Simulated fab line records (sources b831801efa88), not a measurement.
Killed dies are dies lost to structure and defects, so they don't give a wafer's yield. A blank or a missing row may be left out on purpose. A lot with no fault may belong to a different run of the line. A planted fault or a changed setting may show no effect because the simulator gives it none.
What tool caused it? + flow sky130 + 12 lots with 36 wafers sampled at 5 steps, on a route of 708 steps

WHAT THE GAUGES READ, wafer by wafer
SKY_POLY_GATE_THK_MEAS_04. Usual: POLY_GATE_CVD_03_THK typically reads 74.9 nm, with standard deviation 0.58.
| lot  | measured     | on            | POLY_GATE_CVD_03_THK (nm) | flag |
|------|--------------|---------------|---------------------------|------|
| L502 | day 15 16:40 | film metro-02 | 75.0 75.4 75.1            |      |
| L503 | day 16 04:16 | film metro-02 | 75.2 74.2 74.4            |      |
| L504 | day 16 04:16 | film metro-04 | 74.5 75.2 75.0            |      |
| L511 | day 18 18:22 | film metro-02 | 74.9 74.8 74.4            |      |
| L512 | day 19 00:28 | film metro-02 | 74.2 75.0 75.2            |      |
| L513 | day 19 08:42 | film metro-02 | 75.1 75.1 74.9            |      |
| L515 | day 20 03:21 | film metro-02 | 74.8 75.9 75.2            |      |
| L517 | day 20 19:52 | film metro-03 | 75.0 75.0 74.5            |      |
| L520 | day 21 12:43 | film metro-03 | 74.2 74.2 74.0            |      |
| L521 | day 22 02:24 | film metro-03 | 75.4 74.8 75.4            |      |
| L522 | day 22 11:33 | film metro-03 | 74.7 74.8 75.1            |      |
| L525 | day 23 11:11 | film metro-03 | 74.1 74.5 74.2            |      |

SKY_LDD_HVP_OVL_MEAS_07. Usual: LDD_HVP_OVL typically reads -0.6 nm, with standard deviation 1.4.
| lot  | measured     | on         | LDD_HVP_OVL (nm) | flag |
|------|--------------|------------|------------------|------|
| L502 | day 22 00:23 | overlay-01 | 0.7 1.9 1.2      |      |
| L503 | day 22 14:48 | overlay-02 | 1.0 -2.4 -0.6    |      |
| L504 | day 22 14:56 | overlay-01 | 1.3 -1.4 1.9     |      |
| L511 | day 25 04:53 | overlay-02 | -0.9 -0.4 0.2    |      |
| L512 | day 25 12:47 | overlay-02 | -2.1 -2.3 -2.9   |      |
| L513 | day 25 20:17 | overlay-01 | 1.6 0.6 1.6      |      |
| L515 | day 26 12:14 | overlay-01 | -1.5 -1.2 -0.1   |      |
| L517 | day 27 04:35 | overlay-02 | 0.2 0.8 -1.1     |      |
| L520 | day 27 21:17 | overlay-01 | -1.7 -2.7 -0.6   |      |
| L521 | day 28 08:59 | overlay-01 | -0.3 -0.7 -0.2   |      |
| L522 | day 28 17:41 | overlay-02 | -1.4 0.6 -0.4    |      |
| L525 | day 29 15:44 | overlay-01 | -2.1 -3.4 -1.2   |      |

SKY_LDD_LDN_TW_MEAS_13. Usual: LDD_LDN_TW typically reads 1484, with standard deviation 6.6.
| lot  | measured     | on            | LDD_LDN_TW     | flag |
|------|--------------|---------------|----------------|------|
| L502 | day 23 07:04 | film metro-03 | 1493 1494 1493 |      |
| L503 | day 23 21:36 | film metro-04 | 1477 1476 1467 |      |
| L504 | day 23 21:50 | film metro-03 | 1491 1492 1492 |      |
| L511 | day 26 10:14 | film metro-01 | 1556 1560 1571 | OFF  |
| L512 | day 26 19:17 | film metro-03 | 1560 1560 1562 | OFF  |
| L513 | day 27 01:29 | film metro-04 | 1478 1481 1478 |      |
| L515 | day 27 17:35 | film metro-01 | 1497 1502 1492 |      |
| L517 | day 28 10:35 | film metro-01 | 1482 1478 1485 |      |
| L520 | day 29 02:32 | film metro-03 | 1487 1492 1488 |      |
| L521 | day 29 13:25 | film metro-04 | 1473 1478 1469 |      |
| L522 | day 29 22:59 | film metro-01 | 1489 1481 1494 |      |
| L525 | day 30 21:17 | film metro-01 | 1483 1487 1490 |      |

TOOL THAT RAN EACH LOT (tool first, then ch and the chambers of the sampled wafers, then the start)
| lot  | SKY_LDD_N_STRIP_16                   | SKY_LDD_LDN_IMPLANT_10          |
|------|--------------------------------------|---------------------------------|
| L502 | plasma asher-02 ch 0,1, day 18 04:22 | implanter-04 ch 0, day 23 06:40 |
| L503 | plasma asher-03 ch 0,1, day 18 18:03 | implanter-04 ch 0, day 23 21:14 |
| L504 | plasma asher-03 ch 0,1, day 18 18:13 | implanter-02 ch 0, day 23 21:28 |
| L511 | plasma asher-01 ch 0,1, day 21 11:22 | implanter-02 ch 0, day 26 09:50 |
| L512 | plasma asher-03 ch 0,1, day 21 17:32 | implanter-02 ch 0, day 26 18:53 |
| L513 | plasma asher-01 ch 1, day 22 02:13   | implanter-04 ch 0, day 27 01:06 |
| L515 | plasma asher-01 ch 0,1, day 22 19:07 | implanter-03 ch 0, day 27 17:11 |
| L517 | plasma asher-01 ch 0,1, day 23 11:47 | implanter-03 ch 0, day 28 10:11 |
| L520 | plasma asher-01 ch 0,1, day 24 05:13 | implanter-04 ch 0, day 29 02:08 |
| L521 | plasma asher-01 ch 0,1, day 24 17:13 | implanter-03 ch 0, day 29 13:01 |
| L522 | plasma asher-03 ch 0,1, day 25 02:14 | implanter-03 ch 0, day 29 22:35 |
| L525 | plasma asher-01 ch 0,1, day 26 01:41 | implanter-03 ch 0, day 30 20:53 |
- SKY_LDD_N_STRIP_16: strips in O2/N2.
- SKY_LDD_LDN_IMPLANT_10

WHAT THE TOOLS THEMSELVES READ (means of the sampled wafers that have a number; where no wafer has one, the mark that the record gives instead)
SKY_LDD_N_STRIP_16. Usual: drypump motor current A 5.85 A, standard deviation 0.27; oes product au 0.407 a.u., standard deviation 0.0043; strip time to endpoint s 4.316 s, standard deviation 0.016.
| lot  | tool            | drypump motor current A (A) | oes product au (a.u.) | strip time to endpoint s (s) | flag |
|------|-----------------|-----------------------------|-----------------------|------------------------------|------|
| L502 | plasma asher-02 | 5.83                        | 0.407                 | 4.313                        |      |
| L503 | plasma asher-03 | 5.54                        | 0.415                 | 4.304                        |      |
| L504 | plasma asher-03 | 5.53                        | 0.409                 | 4.313                        |      |
| L511 | plasma asher-01 | 6.11                        | 0.409                 | 4.291                        |      |
| L512 | plasma asher-03 | 5.51                        | 0.407                 | 4.330                        |      |
| L513 | plasma asher-01 | 5.89                        | 0.405                 | 4.314                        |      |
| L515 | plasma asher-01 | 6.00                        | 0.409                 | 4.318                        |      |
| L517 | plasma asher-01 | 6.14                        | 0.408                 | 4.320                        |      |
| L520 | plasma asher-01 | 6.13                        | 0.408                 | 4.346                        |      |
| L521 | plasma asher-01 | 6.11                        | 0.408                 | 4.308                        |      |
| L522 | plasma asher-03 | 5.57                        | 0.406                 | 4.310                        |      |
| L525 | plasma asher-01 | 6.13                        | 0.407                 | 4.315                        |      |

SKY_LDD_LDN_IMPLANT_10. Usual: dose ions cm2 1.25e+13, standard deviation 1.4e+10; faraday current uA 70.7, standard deviation 1.2.
| lot  | tool         | dose ions cm2 | faraday current uA | flag |
|------|--------------|---------------|--------------------|------|
| L502 | implanter-04 | 1.25e+13      | 69.0               |      |
| L503 | implanter-04 | 1.25e+13      | 71.3               |      |
| L504 | implanter-02 | 1.25e+13      | 69.5               |      |
| L511 | implanter-02 | 2.20e+13      | 124.7              | OFF  |
| L512 | implanter-02 | 2.20e+13      | 124.6              | OFF  |
| L513 | implanter-04 | 1.25e+13      | 71.0               |      |
| L515 | implanter-03 | 1.25e+13      | 70.0               |      |
| L517 | implanter-03 | 1.25e+13      | 71.2               |      |
| L520 | implanter-04 | 1.25e+13      | 69.8               |      |
| L521 | implanter-03 | 1.25e+13      | 71.4               |      |
| L522 | implanter-03 | 1.25e+13      | 70.0               |      |
| L525 | implanter-03 | 1.25e+13      | 71.2               |      |

THE ANSWER, worked out from the rows above alone
Rule: a lot counts as off when the mean over its wafers that have a number is more than 3 standard deviations away from the usual mean. Also off: a lot with no number at a reading for which 4 or more lots have one. Where the step has rows for the other lots, those lots are counted as sound. The gauges are gone through in route order, then the tools' own readings, and for those a lot's mean is taken as printed above. The first step at which some lot is off is used, and at that step the reading that is off furthest; a lot without a number counts as furthest.
Off: at SKY_LDD_LDN_TW_MEAS_13 (LDD_LDN_TW), L511, L512.
If a tool, at a process step before that reading, ran all the lots that are off and no sound lot after the first of them, it fits. The gauges at SKY_LDD_LDN_TW_MEAS_13 aren't tried: what is off there is off at SKY_LDD_LDN_IMPLANT_10 too, on other tools, and a gauge's error can't cause that. One fits: SKY_LDD_LDN_IMPLANT_10 on implanter-02. Its last sound lot is L504 (day 23 21:28), its first lot that is off L511 (day 26 09:50): a fault that began between those two fits.
The tool's own readings at SKY_LDD_LDN_IMPLANT_10 bear it out: on the lots that are off they differ by more than 5 times the standard deviation of the sound lots' means. dose ions cm2 reads 2.20e+13 there against 1.25e+13 on the sound lots; faraday current uA reads 124.7 there against 70.4 on the sound lots.

WHAT HAD BEEN PUT IN BY THE SIMULATOR
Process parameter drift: implanter-02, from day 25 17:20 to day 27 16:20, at SKY_LDD_LDN_IMPLANT_10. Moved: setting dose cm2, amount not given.
Lots struck among those shown: L511, L512. Same finding as the rule above.
